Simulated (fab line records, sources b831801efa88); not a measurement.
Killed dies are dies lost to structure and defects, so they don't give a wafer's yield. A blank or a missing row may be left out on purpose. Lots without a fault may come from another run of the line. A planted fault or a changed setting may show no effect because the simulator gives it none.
Which tool did it? | flow gf180mcu | 12 lots, 36 wafers sampled, at 3 steps of a route of 602

WHAT THE GAUGES READ, wafer by wafer
GF_V4_THK_MEAS_01. Usual: V4_CVD_00_THK 603 nm, standard deviation 5.7.
lot  | measured     | on            | V4_CVD_00_THK (nm) | flag
L627 | day 24 07:26 | film_metro-04 | 605 609 599        |
L628 | day 24 13:52 | film_metro-02 | 597 592 600        |
L629 | day 24 21:01 | film_metro-02 | 601 604 602        |
L630 | day 25 10:50 | film_metro-04 | 601 598 610        |
L631 | day 25 17:20 | film_metro-02 | 602 606 601        |
L634 | day 26 16:35 | film_metro-03 | 602 599 602        |
L635 | day 27 05:28 | film_metro-02 | 607 598 610        |
L638 | day 27 18:17 | film_metro-04 | 602 593 598        |
L644 | day 29 14:28 | film_metro-04 | 606 607 609        |
L645 | day 29 20:46 | film_metro-03 | 610 605 604        |
L647 | day 30 07:44 | film_metro-04 | 607 604 599        |
L648 | day 30 13:21 | film_metro-04 | 602 595 600        |

GF_TOP_METAL_RS_MEAS_05: measures by four-point-probe. Usual: TOP_METAL_ALCU_RS 0.03267 ohm/sq, standard deviation 0.00028.
lot  | measured     | on            | TOP_METAL_ALCU_RS (ohm/sq) | flag
L627 | day 28 02:13 | film_metro-04 | 0.03236 0.03253 0.03244    |
L628 | day 28 06:49 | film_metro-01 | 0.03248 0.03238 0.0326     |
L629 | day 28 11:29 | film_metro-04 | 0.03279 0.03255 0.03272    |
L630 | day 29 01:59 | film_metro-01 | 0.03297 0.03338 0.03311    |
L631 | day 29 07:07 | film_metro-04 | 0.03253 0.03236 0.0325     |
L634 | day 30 03:51 | film_metro-04 | 0.03285 0.03288 0.03284    |
L635 | day 30 15:04 | film_metro-03 | 0.0325 0.03267 0.03278     |
L638 | day 31 04:43 | film_metro-01 | 0.03293 0.03302 0.03304    |
L644 | day 32 20:51 | film_metro-01 | 0.03245 0.03226 0.03211    |
L645 | day 33 01:36 | film_metro-01 | 0.03245 0.0326 0.03256     |
L647 | day 33 07:52 | film_metro-01 | 0.03287 0.03283 0.03266    |
L648 | day 33 13:45 | film_metro-04 | 0.0329 0.03266 0.03299     |

WHICH TOOL RAN EACH LOT (tool, then ch and the chambers of the sampled wafers, then the start)
lot  | GF_M5_ETCH_09
L627 | rie_diel-02 ch 0,3, day 27 02:30
L628 | rie_diel-04 ch 0,1,3, day 27 08:12
L629 | rie_diel-02 ch 0,1,2, day 27 13:03
L630 | rie_diel-03 ch 2,3, day 28 03:09
L631 | rie_diel-02 ch 0,2, day 28 08:30
L634 | rie_diel-02 ch 1,3, day 29 06:21
L635 | rie_diel-03 ch 0,1, day 29 17:36
L638 | rie_diel-02 ch 0,2,3, day 30 07:12
L644 | rie_diel-04 ch 2,3, day 31 23:16
L645 | rie_diel-03 ch 0,2,3, day 32 05:03
L647 | rie_diel-03 ch 0,1,2, day 32 13:15
L648 | rie_diel-03 ch 1,2, day 32 18:51
- GF_M5_ETCH_09: etches Si3N4 in CF4/O2, target depth 52 nm, time 11.6 s.

WHAT THE TOOLS THEMSELVES READ (means of the sampled wafers that have a number; where no wafer has one, the mark that the record gives instead)
GF_M5_ETCH_09. Usual: drypump_motor_current_A 5.6 A, standard deviation 0.52; oes_product_au 0.998 a.u., standard deviation 0.0067; throttle_valve_pct 5.970 %, standard deviation 0.0099.
lot  | tool        | drypump_motor_current_A (A) | oes_product_au (a.u.) | throttle_valve_pct (%) | flag
L627 | rie_diel-02 | 5.2                         | 1.000                 | 5.985                  |
L628 | rie_diel-04 | 5.5                         | 1.005                 | 5.978                  |
L629 | rie_diel-02 | 5.3                         | 0.996                 | 5.966                  |
L630 | rie_diel-03 | 5.8                         | 0.992                 | 5.972                  |
L631 | rie_diel-02 | 4.9                         | 1.004                 | 5.968                  |
L634 | rie_diel-02 | 6.1                         | 0.991                 | 5.969                  |
L635 | rie_diel-03 | 5.8                         | 0.997                 | 5.977                  |
L638 | rie_diel-02 | 5.5                         | 1.000                 | 5.974                  |
L644 | rie_diel-04 | 5.7                         | 1.004                 | 5.964                  |
L645 | rie_diel-03 | 5.7                         | 0.999                 | 5.967                  |
L647 | rie_diel-03 | 5.6                         | 0.994                 | 5.974                  |
L648 | rie_diel-03 | 5.6                         | 1.003                 | 5.966                  |

THE ANSWER, worked out from the rows above alone
Rule: a lot is off if the mean of its wafers that have a number lies more than 3 standard deviations from the usual mean. A lot without any number at a reading at which 4 lots or more have one is off too. The other lots that the step has rows for count as sound. The gauges are gone through in route order, then the tools' own readings, and for those a lot's mean is taken as printed above. The first step at which some lot is off is used, and at that step the reading that is off furthest; a lot without a number counts as furthest.
No lot is off at any reading shown: from this, nothing can be told.

WHAT THE SIMULATOR HAD PUT IN
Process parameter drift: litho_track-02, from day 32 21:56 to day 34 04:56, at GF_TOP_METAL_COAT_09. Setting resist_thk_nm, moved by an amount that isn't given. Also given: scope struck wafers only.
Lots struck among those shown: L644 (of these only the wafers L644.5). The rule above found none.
